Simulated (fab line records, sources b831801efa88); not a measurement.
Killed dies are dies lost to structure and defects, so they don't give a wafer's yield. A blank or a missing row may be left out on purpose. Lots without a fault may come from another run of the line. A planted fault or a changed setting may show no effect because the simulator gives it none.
fab line records | flow sky130
record lots=6 wafers=18 last_day=49
route steps=708 shown SD_N@344 SD_P@359 PAD_OPEN@708
lots that met no fault: from a run of the same line without faults
start_h: hours from the record's first day to the start of the lot's first wafer shown | wait_h: hours since the lot's step before | " the same as in the row above | L1.1+2: a row that stands for several wafers | - no value, or no start given | * or withheld: withheld | < > ~ a bound
route shown NAME@n: a module of which the file shows steps, and the number in the route of the first | usual: mean/standard deviation of fault-free wafers | same: alike in all rows | chamber/n: place in a boat | sites: the reading at each site | _std_site: their standard deviation | _edge_site: outer sites' mean less inner sites' | radius_mm: how far each site lies from the wafer's centre | mask NAME#n: copy n | behind: the tool/chamber that last shaped the wafer | hold: why the lot was held/for how many hours/how that ended | device: the transistor (n, p or np) that didn't switch | end of line: the same wafers' tests at the end of the route | a step without rows: its recipe alone | killed: dies lost to structure and defects at the first sort, not the wafer's yield | map: a wafer's dies, x killed, . not, _ none there
set.NAME: the setting as run; set.NAME@STEP: as run at that earlier step | model.NAME: the simulator's own value behind a step, which no gauge read
lots at some steps of the route; a table a step, a row a wafer
services: from which hour (start_h, from the record's first day; less than 0 if before it) a tool's chamber was out of use, for how many hours, and why
## steps
# step SKY_SD_N_COAT_02
# recipe resist=NOVOLAK spin_rpm=3000 resist_thk_nm=1140
# step SKY_SD_N_SOFTBAKE_03
# recipe temp_c=90 time_s=60 resist=NOVOLAK
# step SKY_SD_N_EXPOSE_04
# recipe mask_id=NSDM na=0.6 source_shape=conventional sigma_outer=0.6 polarization=unpolarized target_cd_nm=380 dose_mj=142.6
# step SKY_SD_N_PEB_05
# recipe temp_c=withheld time_s=* resist=NOVOLAK
# step SKY_SD_N_DEVELOP_06
# recipe resist=NOVOLAK developer=TMAH develop_time_s=60 dev_temp_c=23
# step SKY_SD_N_CD_MEAS_07
# recipe target_cd_nm=380
# usual cd_nm=379.7/2.2
# columns lot.wafer tool chamber start_h wait_h cd_nm
L614.3 cd_sem-01 - 690.91 0.1 376.5
L614.5 " - " " 376.6
L614.6 " - " " 378.8
L616.2 cd_sem-01 - 698.44 0.1 377.9
L616.5 " - " " 377.7
L616.6 " - " " 377.0
L618.1 cd_sem-01 - 717.97 0.1 381.2
L618.3 " - " " 379.9
L618.4 " - " " 380.9
L621.2 cd_sem-02 - 743.98 0.1 380.0
L621.5 " - " " 379.3
L621.6 " - " " 381.5
L624.1 cd_sem-02 - 777.71 0.1 377.1
L624.5 " - " " 377.3
L624.6 " - " " 375.2
L622.2 cd_sem-01 - 778.03 0.1 380.4
L622.5 " - " " 381.8
L622.6 " - " " 381.7
# step SKY_SD_N_OVL_MEAS_08
# usual SD_N_OVL=-0.1/1.3
# columns lot.wafer tool chamber start_h wait_h SD_N_OVL[nm]
L614.3 overlay-01 - 691.00 0.1 0.1
L614.5 " - " " -0.3
L614.6 " - " " -0.5
L616.2 overlay-02 - 698.54 0.1 -1.4
L616.5 " - " " -1.5
L616.6 " - " " -0.4
L618.1 overlay-01 - 718.09 0.1 -0.7
L618.3 " - " " -1.0
L618.4 " - " " -0.7
L621.2 overlay-01 - 744.09 0.1 -0.4
L621.5 " - " " -0.1
L621.6 " - " " -1.8
L624.1 overlay-01 - 777.83 0.1 1.1
L624.5 " - " " 0.9
L624.6 " - " " -0.4
L622.2 overlay-02 - 778.14 0.1 0.9
L622.5 " - " " 0.5
L622.6 " - " " -0.8
# step SKY_SD_N_IMPLANT_09
# recipe species=As energy_kev=50 dose_cm2=4e+15 tilt_deg=0
# step SKY_SD_N_IMPLANT_10
# recipe species=P energy_kev=20 dose_cm2=1e+14 tilt_deg=0
# step SKY_SD_N_STRIP_11
# recipe chemistry=O2/N2 power_w=1400 pressure_mtorr=1500 platen_temp_c=withheld o2_flow_sccm=3000 n2_flow_sccm=300 overash_fraction=0.5
# usual drypump_motor_current_A=5.72/0.22 oes_product_au=0.527/0.0051 strip_time_to_endpoint_s=22.52/0.038
# same overash_fraction=0.5
# columns lot.wafer tool chamber start_h wait_h drypump_motor_current_A oes_product_au rf_hours_counter_h strip_time_to_endpoint_s
L614.3 plasma_asher-02 1 691.36 0.1 6.12 0.527 - 22.48
L614.5 " 0 " " 5.67 0.525 - 22.48
L614.6 " 1 " " 6.11 0.523 - 22.47
L616.2 plasma_asher-04 1 698.87 0.1 5.57 0.526 104 22.52
L616.5 " 1 " " 5.59 0.523 - 22.48
L616.6 " 0 " " 5.73 0.530 - 22.53
L618.1 plasma_asher-03 0 718.42 0.1 5.80 0.528 62 22.56
L618.3 " 0 " " 5.83 0.526 - 22.50
L618.4 " 1 " " 5.41 0.524 - 22.55
L621.2 plasma_asher-03 1 744.42 0.1 5.41 0.532 65 22.49
L621.5 " 1 " " 5.42 0.536 - 22.52
L621.6 " 0 " " 5.81 0.532 - 22.52
L624.1 plasma_asher-03 0 778.17 0.1 5.78 0.529 67 22.51
L624.5 " 1 " " 5.43 0.533 - 22.49
L624.6 " 0 " " 5.79 0.534 - 22.54
L622.2 plasma_asher-03 1 778.47 0.1 5.43 0.529 68 22.50
L622.5 " 1 " " 5.41 0.530 - 22.52
L622.6 " 0 " " 5.79 0.530 - 22.51
# step SKY_SD_N_TW_MEAS_12
# usual SD_N_TW=3979/31
# columns lot.wafer tool chamber start_h wait_h SD_N_TW
L614.3 film_metro-03 - 691.44 0.1 3980
L614.5 " - " " 3967
L614.6 " - " " 3968
L616.2 film_metro-03 - 698.98 0.1 3955
L616.5 " - " " 3982
L616.6 " - " " 3980
L618.1 film_metro-01 - 718.52 0.1 3942
L618.3 " - " " 3951
L618.4 " - " " 3961
L621.2 film_metro-01 - 744.53 0.1 4001
L621.5 " - " " 3994
L621.6 " - " " 4002
L624.1 film_metro-02 - 778.27 0.1 4015
L624.5 " - " " 4007
L624.6 " - " " 4020
L622.2 film_metro-02 - 778.58 0.1 4032
L622.5 " - " " 4029
L622.6 " - " " 4038
# step SKY_SD_N_CLEAN_13
# recipe chemistry=SC1/SC2 mix=1:4:20 temp_c=70 time_s=150 dry=n2_spin
# step SKY_SD_N_RTA_14
# recipe temp_c=1075 time_s=2 idle_temp_c=650 ramp_up_c_per_s=150 ramp_down_c_per_s=90 ambient=N2
# usual lamp_power_pct=15.74/0.047 ramp_up_c_per_s=150.00/0.025 wafer_temp_C_max=1078.1/1.4
# columns lot.wafer tool chamber start_h wait_h lamp_power_pct ramp_up_c_per_s wafer_temp_C_max
L614.3 rtp_anneal-02 0 691.55 0.0 15.79 149.98 1077.6
L614.5 " 0 " " 15.69 149.99 1079.1
L614.6 " 0 " " 15.72 149.96 1076.7
L616.2 rtp_anneal-01 0 699.09 0.0 14.57 150.02 1077.8
L616.5 " 0 " " 14.60 149.97 1077.1
L616.6 " 0 " " 14.61 150.01 1077.2
L618.1 rtp_anneal-01 0 718.63 0.0 14.49 150.02 1078.8
L618.3 " 0 " " 14.57 150.01 1076.5
L618.4 " 0 " " 14.60 150.01 1077.6
L621.2 rtp_anneal-02 0 744.64 0.0 15.72 150.00 1077.7
L621.5 " 0 " " 15.78 150.02 1077.0
L621.6 " 0 " " 15.74 150.04 1079.7
L624.1 rtp_anneal-01 0 778.43 0.0 15.70 150.00 1077.9
L624.5 " 0 " " 15.69 150.01 1078.2
L624.6 " 0 " " 15.75 149.99 1078.3
L622.2 rtp_anneal-02 0 778.69 0.0 15.78 149.99 1078.1
L622.5 " 0 " " 15.78 150.02 1078.2
L622.6 " 0 " " 15.73 150.00 1077.3
# step SKY_SD_N_RS_MEAS_16
# recipe thk_meas_gauge=four-point-probe
# usual SD_N_RS=68.45/0.12
# columns lot.wafer tool chamber start_h wait_h hold SD_N_RS[ohm/sq]
L614.3 film_metro-01 - 691.75 0.1 - 68.59
L614.5 " - " " - 68.63
L614.6 " - " " - 68.50
L616.2 film_metro-01 - 699.28 0.1 await_dispo/0.2h/release 73.71
L616.5 " - " " await_dispo/0.2h/release 73.79
L616.6 " - " " await_dispo/0.2h/release 73.72
L616.2 film_metro-01 - 699.64 0.3 - 73.64
L616.5 " - " " - 73.61
L616.6 " - " " - 73.70
L618.1 film_metro-02 - 718.81 0.1 await_dispo/0.2h/release 73.71
L618.3 " - " " await_dispo/0.2h/release 73.82
L618.4 " - " " await_dispo/0.2h/release 73.70
L618.1 film_metro-02 - 719.17 0.3 - 73.74
L618.3 " - " " - 73.96
L618.4 " - " " - 73.69
L621.2 film_metro-02 - 744.82 0.1 - 68.49
L621.5 " - " " - 68.42
L621.6 " - " " - 68.48
L624.1 film_metro-01 - 778.60 0.1 - 68.41
L624.5 " - " " - 68.44
L624.6 " - " " - 68.37
L622.2 film_metro-03 - 778.87 0.1 - 68.63
L622.5 " - " " - 68.57
L622.6 " - " " - 68.56
# step SKY_SD_N_RS_MEAS_17
# recipe thk_meas_gauge=four-point-probe
# usual SD_P_RS=146.3/0.42
# columns lot.wafer tool chamber start_h wait_h hold SD_P_RS[ohm/sq]
L614.3 film_metro-01 - 691.87 0.1 - 146.0
L614.5 " - " " - 146.0
L614.6 " - " " - 145.5
L616.2 film_metro-01 - 702.69 3.0 await_dispo/0.2h/release 178.1
L616.5 " - " " await_dispo/0.2h/release 178.1
L616.6 " - " " await_dispo/0.2h/release 178.2
L616.2 film_metro-01 - 702.98 0.3 - 178.2
L616.5 " - " " - 178.1
L616.6 " - " " - 177.7
L618.1 film_metro-02 - 724.31 5.1 await_dispo/0.2h/release 177.7
L618.3 " - " " await_dispo/0.2h/release 178.8
L618.4 " - " " await_dispo/0.2h/release 178.4
L618.1 film_metro-02 - 724.60 0.3 - 177.7
L618.3 " - " " - 178.3
L618.4 " - " " - 178.3
L621.2 film_metro-02 - 744.94 0.1 - 146.1
L621.5 " - " " - 146.0
L621.6 " - " " - 146.2
L624.1 film_metro-01 - 778.72 0.1 - 146.4
L624.5 " - " " - 146.4
L624.6 " - " " - 145.9
L622.2 film_metro-03 - 778.99 0.1 - 147.0
L622.5 " - " " - 146.9
L622.6 " - " " - 146.9
# step SKY_PAD_OPEN_PROBE_99
# usual defect_limited_yield=82.7/1.9 killed_at_M0_to_M3=43/7.7 killed_at_M4_up=3.0/1.7 killed_at_contacts=24/5.2 killed_at_front_end=15/4.5 killed_at_other=0.3/0.5 killed_dies=85/9.5 killed_open=47/6.6 killed_short=38/6.6 sort_bin_3_pad_short=0.8/0.39 sort_bin_5_function=10.2/1.4 sort_bin_6_memory=6.3/1.1 sort_n_pass=407/9.5 sort_yield_pct=82.7/1.9
# same gross_dies=492 killed_at_back_side=0 sort_bin_4_leakage[%]=0 sort_bin_8_speed[%]=0
# columns lot.wafer tool chamber start_h wait_h defect_limited_yield[%] killed_at_M0_to_M3 killed_at_M4_up killed_at_contacts killed_at_front_end killed_at_other killed_dies killed_open killed_short sort_bin_3_pad_short[%] sort_bin_5_function[%] sort_bin_6_memory[%] sort_n_pass sort_yield_pct[%]
L614.3 prober-01 - 1109.97 0.2 83.9 39 3 23 14 0 79 47 32 0.8 8.3 6.9 413 83.9
L614.5 prober-01 - 1110.07 0.2 82.5 47 2 18 19 0 86 55 31 1.2 10.2 6.1 406 82.5
L614.6 prober-01 - 1110.12 0.2 80.5 49 1 29 17 0 96 58 38 0.2 12.2 7.1 396 80.5
L621.2 prober-02 - 1144.63 0.1 80.3 40 4 32 21 0 97 48 49 0.6 11.4 7.7 395 80.3
L621.5 prober-02 - 1144.78 0.2 83.9 41 5 20 13 0 79 45 34 1.0 9.6 5.5 413 83.9
L621.6 prober-02 - 1144.83 0.2 83.9 38 8 21 12 0 79 43 36 0.2 11.2 4.7 413 83.9
L624.1 prober-01 - 1169.54 0.1 83.7 40 3 23 13 1 80 44 36 0.2 10.6 5.5 412 83.7
L624.5 prober-01 - 1169.74 0.2 83.5 34 1 30 16 0 81 40 41 0.8 10.6 5.1 411 83.5
L624.6 prober-01 - 1169.79 0.2 81.5 50 3 22 16 0 91 45 46 1.6 10.2 6.7 401 81.5
L622.2 prober-02 - 1172.08 0.1 78.3 58 7 21 21 0 107 44 63 0 12.4 9.3 385 78.3
L622.5 prober-02 - 1172.23 0.2 81.1 42 1 32 18 0 93 42 51 1.4 10.8 6.7 399 81.1
L622.6 prober-02 - 1172.28 0.2 80.3 45 0 32 20 0 97 49 48 0.8 11.2 7.7 395 80.3
# killed by level:class
L614.3 CONTACT:geometric_particle:open=13 VIA1:geometric_particle:open=10 VIA2:geometric_particle:open=8 VIA3:geometric_particle:short=6 POLY_GATE:geometric_particle:short=4 VIA1:geometric_particle:short=4 VIA3:geometric_particle:open=4 LI_CONTACT:geometric_particle:open=3
L614.5 LI_CONTACT:geometric_particle:open=9 VIA1:geometric_particle:open=9 VIA3:geometric_particle:open=8 CONTACT:geometric_particle:open=7 METAL1:geometric_particle:short=7 METAL2:geometric_particle:short=6 SPACER:geometric_particle:open=5 VIA2:geometric_particle:open=5
L614.6 VIA1:geometric_particle:open=17 CONTACT:geometric_particle:open=11 VIA2:geometric_particle:open=8 POLY_GATE:geometric_particle:open=6 LI_CONTACT:geometric_particle:open=6 METAL1:geometric_particle:short=5 VIA1:geometric_particle:short=5 FIELD_ISO:geometric_particle:short=4
L621.2 CONTACT:geometric_particle:open=11 CONTACT:geometric_particle:short=9 FIELD_ISO:geometric_particle:short=8 VIA1:geometric_particle:open=7 METAL2:geometric_particle:short=6 POLY_GATE:geometric_particle:open=5 LI_CONTACT:geometric_particle:open=5 METAL1:geometric_particle:short=5
L621.5 VIA1:geometric_particle:open=11 METAL1:geometric_particle:short=7 VIA3:geometric_particle:open=7 LI_CONTACT:geometric_particle:open=6 CONTACT:geometric_particle:open=6 FIELD_ISO:geometric_particle:short=5 LOCAL_INTERCONNECT:geometric_particle:short=5 VIA1:geometric_particle:short=5
L621.6 VIA3:geometric_particle:open=10 VIA1:geometric_particle:open=9 LOCAL_INTERCONNECT:geometric_particle:short=6 VIA2:geometric_particle:open=6 LI_CONTACT:geometric_particle:open=5 LI_CONTACT:geometric_particle:short=4 CONTACT:geometric_particle:open=4 METAL4:geometric_particle:short=4
L624.1 LI_CONTACT:geometric_particle:open=9 VIA1:geometric_particle:open=9 VIA2:geometric_particle:open=8 CONTACT:geometric_particle:short=7 VIA3:geometric_particle:open=6 METAL2:geometric_particle:short=5 FIELD_ISO:geometric_particle:short=4 CONTACT:geometric_particle:open=4
L624.5 CONTACT:geometric_particle:open=14 FIELD_ISO:geometric_particle:open=7 FIELD_ISO:geometric_particle:short=6 VIA1:geometric_particle:open=5 VIA1:geometric_particle:short=5 CONTACT:geometric_particle:short=5 LI_CONTACT:geometric_particle:open=5 METAL2:geometric_particle:short=5
L624.6 METAL1:geometric_particle:short=9 VIA2:geometric_particle:open=9 CONTACT:geometric_particle:open=8 METAL2:geometric_particle:short=8 VIA1:geometric_particle:short=6 LI_CONTACT:geometric_particle:open=6 FIELD_ISO:geometric_particle:short=5 VIA1:geometric_particle:open=5
L622.2 VIA1:geometric_particle:open=18 METAL2:geometric_particle:short=10 METAL1:geometric_particle:short=9 POLY_GATE:geometric_particle:short=7 LI_CONTACT:geometric_particle:open=6 VIA1:geometric_particle:short=6 METAL4:geometric_particle:short=6 FIELD_ISO:geometric_particle:short=5
L622.5 LOCAL_INTERCONNECT:geometric_particle:short=9 VIA1:geometric_particle:open=9 CONTACT:geometric_particle:open=7 METAL2:geometric_particle:short=6 FIELD_ISO:geometric_particle:open=5 LI_CONTACT:geometric_particle:short=5 LI_CONTACT:geometric_particle:open=5 METAL1:geometric_particle:short=5
L622.6 LI_CONTACT:geometric_particle:open=8 VIA1:geometric_particle:open=8 FIELD_ISO:geometric_particle:open=7 CONTACT:geometric_particle:open=7 METAL2:geometric_particle:short=7 VIA2:geometric_particle:open=7 LI_CONTACT:geometric_particle:short=6 CONTACT:geometric_particle:short=6
## services
# columns tool chamber start_h hours kind
plasma_asher-04 - 733.75 9.0 pm
plasma_asher-04 0 733.75 9.0 vent_cycle
plasma_asher-04 1 733.75 9.0 vent_cycle
plasma_asher-04 0 742.75 - clean
plasma_asher-04 1 742.75 - clean
rtp_anneal-01 - 744.42 4.2 pm
## key
first_sign step=SKY_SD_N_RTA_14 reading=lamp_power_pct direction=down sigmas=25 usual=15.74 struck=14.57
effect step=SKY_SD_N_RS_MEAS_16 reading=visit direction=added
effect step=SKY_SD_N_RS_MEAS_16 reading=SD_N_RS direction=up sigmas=43 usual=68.45 struck=73.74
effect step=SKY_SD_N_RS_MEAS_17 reading=visit direction=added
effect step=SKY_SD_N_RS_MEAS_17 reading=SD_P_RS direction=up sigmas=76 usual=146.3 struck=178.2
met_at SKY_SD_N_RTA_14
struck_wafers L616.2,L616.5,L616.6,L618.1,L618.3,L618.4
scrapped_behind SKY_SD_N_RS_MEAS_17 L616.2,L616.5,L616.6,L618.1,L618.3,L618.4
fault kind=process_parameter_drift tool=rtp_anneal-01 chamber=- onset_h=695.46 steps=SKY_SD_N_RTA_14 channel=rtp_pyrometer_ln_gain offset=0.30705 shape=step end_h=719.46
